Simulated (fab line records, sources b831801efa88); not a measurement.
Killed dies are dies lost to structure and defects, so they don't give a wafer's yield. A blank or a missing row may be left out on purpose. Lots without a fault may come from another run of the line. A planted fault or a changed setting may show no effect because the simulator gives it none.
fab line records | flow sky130
record lots=12 wafers=36 last_day=50
route steps=708 shown CAPM@537 VIA3@585 CAP2M@603 METAL4@633 PAD_OPEN@708
lots that met no fault: from a run of the same line without faults
start_h: hours from the record's first day to the start of the lot's first wafer shown | wait_h: hours since the lot's step before | " the same as in the row above | L1.1+2: a row that stands for several wafers | - no value, or no start given | * or withheld: withheld | < > ~ a bound
route shown NAME@n: a module of which the file shows steps, and the number in the route of the first | usual: mean/standard deviation of fault-free wafers | same: alike in all rows | chamber/n: place in a boat | sites: the reading at each site | _std_site: their standard deviation | _edge_site: outer sites' mean less inner sites' | radius_mm: how far each site lies from the wafer's centre | mask NAME#n: copy n | behind: the tool/chamber that last shaped the wafer | hold: why the lot was held/for how many hours/how that ended | device: the transistor (n, p or np) that didn't switch | end of line: the same wafers' tests at the end of the route | a step without rows: its recipe alone | killed: dies lost to structure and defects at the first sort, not the wafer's yield | map: a wafer's dies, x killed, . not, _ none there
set.NAME: the setting as run; set.NAME@STEP: as run at that earlier step | model.NAME: the simulator's own value behind a step, which no gauge read
steps of the route over a sample of lots; a table a step, a row a wafer
services: from which hour (start_h, from the record's first day; less than 0 if before it) a tool's chamber was out of use, for how many hours, and why
## steps
# step SKY_CAPM_CVD_00
# recipe material=SiO2 target_thk_nm=15.5 temp_c=400 time_s=withheld rf_w=450
# usual heater_power_w=691/86
# columns lot.wafer tool chamber start_h wait_h heater_power_w
L707.1 pecvd-03 2 848.59 0.0 706
L707.3 " 1 " " 790
L707.5 " 0 " " 741
L709.2 pecvd-04 1 865.20 0.0 688
L709.3 " 0 " " 753
L709.4 " 0 " " 734
L711.1 pecvd-03 1 876.37 0.0 763
L711.5 " 0 " " 750
L711.6 " 1 " " 762
L716.1 pecvd-03 0 921.83 0.0 749
L716.3 " 1 " " 726
L716.4 " 0 " " 730
L717.1 pecvd-01 1 925.75 0.0 679
L717.3 " 2 " " 529
L717.4 " 1 " " 693
L720.2 pecvd-03 2 952.07 0.0 676
L720.3 " 0 " " 685
L720.5 " 0 " " 722
L722.1 pecvd-04 0 975.97 0.0 796
L722.4 " 2 " " 667
L722.6 " 0 " " 788
L724.1 pecvd-03 2 1003.17 0.0 582
L724.5 " 2 " " 613
L724.6 " 2 " " 611
L725.2 pecvd-01 0 1003.77 0.0 653
L725.3 " 0 " " 657
L725.6 " 0 " " 660
L726.1 pecvd-03 1 1004.14 0.0 788
L726.2 " 2 " " 708
L726.6 " 1 " " 782
L728.3 pecvd-01 2 1005.05 0.0 553
L728.4 " 0 " " 735
L728.5 " 0 " " 743
L729.2 pecvd-04 2 1023.91 0.0 670
L729.3 " 1 " " 703
L729.4 " 1 " " 708
# step SKY_CAPM_SPUTTER_02
# recipe material=TiN target_thk_nm=200 temp_c=300 power_w=6500 time_s=166.7 chamber_pressure_pa=0.4
# usual throttle_valve_pct=29.9/0.99
# columns lot.wafer tool chamber start_h wait_h throttle_valve_pct
L707.1 pvd_sputter-01 - 848.67 0.1 30.9
L707.3 " - " " 28.8
L707.5 " - " " 28.6
L709.2 pvd_sputter-01 - 865.28 0.0 28.8
L709.3 " - " " 31.0
L709.4 " - " " 28.3
L711.1 pvd_sputter-01 - 876.45 0.1 28.3
L711.5 " - " " 31.0
L711.6 " - " " 28.8
L716.1 pvd_sputter-04 - 921.93 0.1 28.8
L716.3 " - " " 29.8
L716.4 " - " " 30.6
L717.1 pvd_sputter-03 - 925.84 0.1 29.9
L717.3 " - " " 29.7
L717.4 " - " " 30.7
L720.2 pvd_sputter-04 - 952.15 0.0 30.9
L720.3 " - " " 29.1
L720.5 " - " " 29.1
L722.1 pvd_sputter-04 - 976.05 0.1 31.3
L722.4 " - " " 30.6
L722.6 " - " " 29.9
L724.1 pvd_sputter-01 - 1003.29 0.1 28.6
L724.5 " - " " 28.4
L724.6 " - " " 31.3
L725.2 pvd_sputter-03 - 1003.86 0.0 30.8
L725.3 " - " " 30.3
L725.6 " - " " 30.2
L726.1 pvd_sputter-03 - 1004.23 0.1 29.7
L726.2 " - " " 30.3
L726.6 " - " " 30.8
L728.3 pvd_sputter-04 - 1005.14 0.0 29.0
L728.4 " - " " 30.1
L728.5 " - " " 29.9
L729.2 pvd_sputter-01 - 1023.99 0.0 28.8
L729.3 " - " " 28.4
L729.4 " - " " 28.6
# step SKY_VIA3_CD_MEAS_12
# recipe target_cd_nm=200
# usual cd_nm=200.3/1.2
# columns lot.wafer tool chamber start_h wait_h cd_nm
L707.1 cd_sem-01 - 927.07 - 200.0
L707.3 " - " " 202.4
L707.5 " - " " 200.4
L709.2 cd_sem-02 - 943.29 - 199.2
L709.3 " - " " 198.9
L709.4 " - " " 200.2
L711.1 cd_sem-01 - 954.54 - 199.8
L711.5 " - " " 200.1
L711.6 " - " " 201.7
L716.1 cd_sem-01 - 997.64 - 200.8
L716.3 " - " " 199.9
L716.4 " - " " 201.3
L717.1 cd_sem-01 - 1000.22 - 200.9
L717.3 " - " " 202.1
L717.4 " - " " 201.0
L720.2 cd_sem-01 - 1025.68 - 200.5
L720.3 " - " " 199.6
L720.5 " - " " 199.1
L722.1 cd_sem-02 - 1048.66 - 200.3
L722.4 " - " " 201.3
L722.6 " - " " 201.5
L724.1 cd_sem-02 - 1072.69 - 199.4
L724.5 " - " " 199.4
L724.6 " - " " 198.2
L725.2 cd_sem-02 - 1073.41 - 199.4
L725.3 " - " " 198.3
L725.6 " - " " 198.1
L726.1 cd_sem-01 - 1073.74 - 199.5
L726.2 " - " " 199.2
L726.6 " - " " 200.1
L728.3 cd_sem-01 - 1075.08 - 201.4
L728.4 " - " " 200.9
L728.5 " - " " 202.5
L729.2 cd_sem-02 - 1092.29 - 200.6
L729.3 " - " " 201.3
L729.4 " - " " 200.6
# step SKY_CAP2M_CVD_00
# recipe material=SiO2 target_thk_nm=15.5 temp_c=400 time_s=withheld rf_w=450
# usual heater_power_w=681/76
# columns lot.wafer tool chamber start_h wait_h heater_power_w
L707.1 pecvd-02 2 928.98 0.0 634
L707.3 " 2 " " 627
L707.5 " 2 " " 648
L709.2 pecvd-02 2 944.98 0.0 622
L709.3 " 1 " " 689
L709.4 " 1 " " 697
L711.1 pecvd-02 2 956.21 0.0 568
L711.5 " 2 " " 569
L711.6 " 0 " " 695
L716.1 pecvd-03 1 999.31 0.0 787
L716.3 " 0 " " 755
L716.4 " 1 " " 779
L717.1 pecvd-02 1 1001.89 0.0 796
L717.3 " 2 " " 576
L717.4 " 1 " " 781
L720.2 pecvd-02 2 1027.87 0.0 637
L720.3 " 0 " " 730
L720.5 " 1 " " 716
L722.1 pecvd-02 0 1050.43 0.0 728
L722.4 " 2 " " 607
L722.6 " 0 " " 712
L724.1 pecvd-01 0 1074.56 0.0 681
L724.5 " 0 " " 693
L724.6 " 1 " " 655
L725.2 pecvd-03 0 1075.37 0.0 715
L725.3 " 2 " " 647
L725.6 " 1 " " 718
L726.1 pecvd-01 1 1075.67 0.0 709
L726.2 " 0 " " 703
L726.6 " 0 " " 710
L728.3 pecvd-03 1 1077.04 0.0 771
L728.4 " 2 " " 739
L728.5 " 0 " " 754
L729.2 pecvd-01 0 1093.96 0.0 767
L729.3 " 2 " " 529
L729.4 " 2 " " 504
# step SKY_CAP2M_THK_MEAS_01
# recipe reads=SiO2_of_CAP2M_CVD_00
# usual CAP2M_CVD_00_THK=15.52/0.22
# columns lot.wafer tool chamber start_h wait_h CAP2M_CVD_00_THK[nm]
L707.1 film_metro-03 - 929.01 - 15.45
L707.3 " - " " 15.78
L707.5 " - " " 15.59
L709.2 film_metro-02 - 945.01 - 15.09
L709.3 " - " " 15.20
L709.4 " - " " 15.51
L711.1 film_metro-02 - 956.23 - 15.77
L711.5 " - " " 15.82
L711.6 " - " " 15.70
L716.1 film_metro-02 - 999.33 - 15.21
L716.3 " - " " 15.39
L716.4 " - " " 15.60
L717.1 film_metro-03 - 1001.91 - 15.50
L717.3 " - " " 15.41
L717.4 " - " " 15.72
L720.2 film_metro-03 - 1027.90 - 15.23
L720.3 " - " " 11.66
L720.5 " - " " 15.67
L722.1 film_metro-04 - 1050.45 - 11.52
L722.4 " - " " 15.57
L722.6 " - " " 11.87
L724.1 film_metro-02 - 1074.58 - 15.21
L724.5 " - " " 15.79
L724.6 " - " " 15.58
L725.2 film_metro-03 - 1075.40 - 15.38
L725.3 " - " " 15.54
L725.6 " - " " 15.62
L726.1 film_metro-03 - 1075.69 - 15.19
L726.2 " - " " 15.11
L726.6 " - " " 15.58
L728.3 film_metro-03 - 1077.08 - 15.23
L728.4 " - " " 15.84
L728.5 " - " " 15.49
L729.2 film_metro-04 - 1093.99 - 15.30
L729.3 " - " " 15.48
L729.4 " - " " 15.99
# step SKY_METAL4_ETCH_17
# recipe target=SiO2 stop_on=TiN chemistry=C4F8/O2/Ar source_w=1500 bias_w=1200 pressure_mtorr=40 c4f8_flow_sccm=withheld O2_flow_sccm=6 Ar_flow_sccm=300 time_s=3.9 target_depth_a=150
# usual oes_product_au=0.755/0.0075
# columns lot.wafer tool chamber start_h wait_h oes_product_au rf_hours_counter_h
L707.1 rie_diel-04 1 978.37 0.1 0.750 10
L707.3 " 0 " " 0.768 21
L707.5 " 1 " " 0.758 -
L709.2 rie_diel-04 2 992.67 0.1 0.738 9
L709.3 " 0 " " 0.741 21
L709.4 " 3 " " 0.749 21
L711.1 rie_diel-03 0 1005.68 0.1 0.761 16
L711.5 " 3 " " 0.768 -
L711.6 " 0 " " 0.760 -
L716.1 rie_diel-03 0 1045.87 0.1 0.738 16
L716.3 " 2 " " 0.750 10
L716.4 " 1 " " 0.751 15
L717.1 rie_diel-03 2 1048.14 0.1 0.752 10
L717.3 " 3 " " 0.749 20
L717.4 " 1 " " 0.760 15
L720.2 rie_diel-03 3 1072.73 0.1 0.742 21
L720.3 " 0 " " 0.658 17
L720.5 " 1 " " 0.760 -
L722.1 rie_diel-03 2 1093.98 0.1 0.665 12
L722.4 " 0 " " 0.768 -
L722.6 " 1 " " 0.667 -
L724.1 rie_diel-01 3 1115.42 0.1 0.742 27
L724.5 " 3 " " 0.757 -
L724.6 " 0 " " 0.763 -
L725.2 rie_diel-03 0 1116.57 0.1 0.755 19
L725.3 " 2 " " 0.749 13
L725.6 " 1 " " 0.752 -
L726.1 rie_diel-04 0 1116.87 0.1 0.746 1
L726.2 " 2 " " 0.738 13
L726.6 " 0 " " 0.752 -
L728.3 rie_diel-03 0 1118.03 0.0 0.754 19
L728.4 " 2 " " 0.761 -
L728.5 " 1 " " 0.760 -
L729.2 rie_diel-01 2 1132.42 0.1 0.747 18
L729.3 " 1 " " 0.751 9
L729.4 " 3 " " 0.765 28
# step SKY_PAD_OPEN_PROBE_99
# usual defect_limited_yield=83.0/1.9 killed_at_M0_to_M3=43/6.9 killed_at_M4_up=3.1/1.9 killed_at_contacts=24/5.4 killed_at_front_end=14/4.3 killed_at_other=0.3/0.53 killed_dies=84/9.5 killed_open=46/6.8 killed_short=38/6
# same gross_dies=492 killed_at_back_side=0
# columns lot.wafer tool chamber start_h wait_h defect_limited_yield[%] killed_at_M0_to_M3 killed_at_M4_up killed_at_contacts killed_at_front_end killed_at_other killed_dies killed_open killed_short
L716.1 prober-01 - 1132.01 0.1 85.4 35 1 25 11 0 72 42 29
L716.3 prober-01 - 1132.11 0.2 82.1 43 1 34 10 0 88 50 38
L716.4 prober-01 - 1132.16 0.2 83.7 39 3 27 11 0 80 44 36
L717.1 prober-02 - 1133.90 0.1 84.6 32 4 24 16 0 76 44 32
L717.3 prober-02 - 1134.00 0.2 81.3 44 5 27 16 0 92 49 43
L717.4 prober-02 - 1134.05 0.2 79.5 55 2 32 11 1 101 56 45
L724.1 prober-01 - 1192.94 0.1 85.6 35 2 23 11 0 71 44 27
L724.5 prober-01 - 1193.14 0.2 82.7 39 4 35 7 0 85 52 33
L724.6 prober-01 - 1193.19 0.2 80.5 54 1 27 14 0 96 58 38
L729.2 prober-02 - 1206.70 0.1 82.9 43 1 27 13 0 84 46 38
L729.3 prober-02 - 1206.75 0.2 82.7 41 4 24 16 0 85 39 46
L729.4 prober-02 - 1206.80 0.2 83.9 44 1 16 18 0 79 42 37
# killed by level:class
L716.1 LI_CONTACT:geometric_particle:open=11 VIA1:geometric_particle:open=9 CONTACT:geometric_particle:open=7 VIA3:geometric_particle:open=7 CONTACT:geometric_particle:short=5 VIA1:geometric_particle:short=4 FIELD_ISO:geometric_particle:short=3 POLY_GATE:geometric_particle:short=3
L716.3 CONTACT:geometric_particle:open=13 VIA1:geometric_particle:open=12 LI_CONTACT:geometric_particle:open=9 METAL2:geometric_particle:short=6 LI_CONTACT:geometric_particle:short=6 VIA3:geometric_particle:short=6 VIA2:geometric_particle:open=5 VIA3:geometric_particle:open=4
L716.4 LI_CONTACT:geometric_particle:open=10 CONTACT:geometric_particle:open=10 LOCAL_INTERCONNECT:geometric_particle:short=6 VIA3:geometric_particle:short=6 VIA1:geometric_particle:open=5 VIA1:geometric_particle:short=5 VIA2:geometric_particle:open=5 VIA3:geometric_particle:open=5
L717.1 LI_CONTACT:geometric_particle:open=10 CONTACT:geometric_particle:open=8 VIA1:geometric_particle:open=8 METAL1:geometric_particle:open=5 METAL1:geometric_particle:short=5 POLY_GATE:geometric_particle:short=4 METAL2:geometric_particle:short=4 FIELD_ISO:geometric_particle:open=3
L717.3 VIA1:geometric_particle:open=12 LI_CONTACT:geometric_particle:open=9 CONTACT:geometric_particle:open=7 METAL1:geometric_particle:short=7 FIELD_ISO:geometric_particle:short=4 CONTACT:geometric_particle:short=4 POLY_GATE:geometric_particle:short=4 METAL2:geometric_particle:short=4
L717.4 VIA1:geometric_particle:open=10 LI_CONTACT:geometric_particle:open=8 VIA3:geometric_particle:open=7 CONTACT:geometric_particle:open=7 CONTACT:geometric_particle:short=6 METAL1:geometric_particle:short=6 METAL2:geometric_particle:short=6 METAL2:geometric_particle:open=6
L724.1 VIA1:geometric_particle:open=12 CONTACT:geometric_particle:short=7 CONTACT:geometric_particle:open=7 LI_CONTACT:geometric_particle:open=6 FIELD_ISO:geometric_particle:open=5 VIA1:geometric_particle:short=5 VIA2:geometric_particle:open=5 METAL1:geometric_particle:short=4
L724.5 CONTACT:geometric_particle:open=17 VIA1:geometric_particle:open=10 LI_CONTACT:geometric_particle:open=7 VIA1:geometric_particle:short=7 VIA3:geometric_particle:open=7 METAL2:geometric_particle:short=6 CONTACT:geometric_particle:short=4 LOCAL_INTERCONNECT:geometric_particle:open=3
L724.6 VIA1:geometric_particle:open=12 LI_CONTACT:geometric_particle:open=10 CONTACT:geometric_particle:open=9 VIA2:geometric_particle:open=9 VIA3:geometric_particle:open=7 METAL1:geometric_particle:short=6 FIELD_ISO:geometric_particle:open=5 METAL2:geometric_particle:short=5
L729.2 CONTACT:geometric_particle:open=14 VIA1:geometric_particle:open=10 POLY_GATE:geometric_particle:short=6 VIA2:geometric_particle:open=5 LI_CONTACT:geometric_particle:open=5 METAL1:geometric_particle:short=5 METAL2:geometric_particle:short=5 VIA3:geometric_particle:open=5
L729.3 LI_CONTACT:geometric_particle:open=10 CONTACT:geometric_particle:open=9 METAL1:geometric_particle:short=8 METAL2:geometric_particle:short=8 VIA1:geometric_particle:open=7 VIA3:geometric_particle:open=7 POLY_GATE:geometric_particle:short=6 FIELD_ISO:geometric_particle:short=5
L729.4 VIA1:geometric_particle:open=12 CONTACT:geometric_particle:open=7 POLY_GATE:geometric_particle:short=5 METAL2:geometric_particle:short=5 VIA2:geometric_particle:open=5 POLY_GATE:geometric_particle:open=4 METAL1:geometric_particle:short=4 FIELD_ISO:geometric_particle:short=3
## services
# columns tool chamber start_h hours kind
pvd_sputter-04 - 827.77 0.7 repair
pvd_sputter-04 - 851.90 3.4 repair
pecvd-01 2 870.68 1.9 repair
pecvd-01 - 893.32 14.6 pm
pecvd-01 0 923.23 4.0 repair
pvd_sputter-04 - 930.40 5.9 repair
pecvd-02 - 973.38 14.6 pm
pecvd-03 - 975.26 1.5 repair
rie_diel-03 - 984.52 0.3 repair
pecvd-03 - 989.31 2.7 repair
pecvd-03 0 1002.71 23.4 repair
rie_diel-03 3 1010.25 7.2 repair
rie_diel-03 0 1019.57 14.4 repair
rie_diel-03 2 1019.70 23.2 repair
pvd_sputter-01 - 1049.50 9.5 repair
pvd_sputter-01 - 1052.49 3.2 repair
pecvd-03 - 1061.18 1.0 repair
pvd_sputter-04 - 1078.37 1.7 repair
pecvd-03 - 1078.50 7.3 repair
pecvd-01 1 1080.50 6.2 repair
rie_diel-03 3 1088.61 8.7 repair
pvd_sputter-04 - 1093.93 3.8 repair
pecvd-02 1 1098.05 20.0 repair
rie_diel-03 3 1117.47 5.6 repair
## key
first_sign step=SKY_CAP2M_THK_MEAS_01 reading=CAP2M_CVD_00_THK direction=down sigmas=18 usual=15.52 struck=11.68
effect step=SKY_METAL4_ETCH_17 reading=oes_product_au direction=down sigmas=12 usual=0.755 struck=0.663
met_at SKY_CAP2M_CVD_00
struck_lots L720,L722
struck_wafers L720.3,L722.1,L722.6
not_acting_at SKY_CAPM_CVD_00,SKY_CAPM_SPUTTER_02,SKY_VIA3_CD_MEAS_12
onset_between 956.21 1027.87
fault kind=process_parameter_drift tool=pecvd-02 chamber=0 onset_h=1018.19 steps=SKY_CAP2M_CVD_00 channel=target_thk_nm offset=-3.6839 shape=step end_h=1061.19 acts_in=these_recipes_only stated=15.5
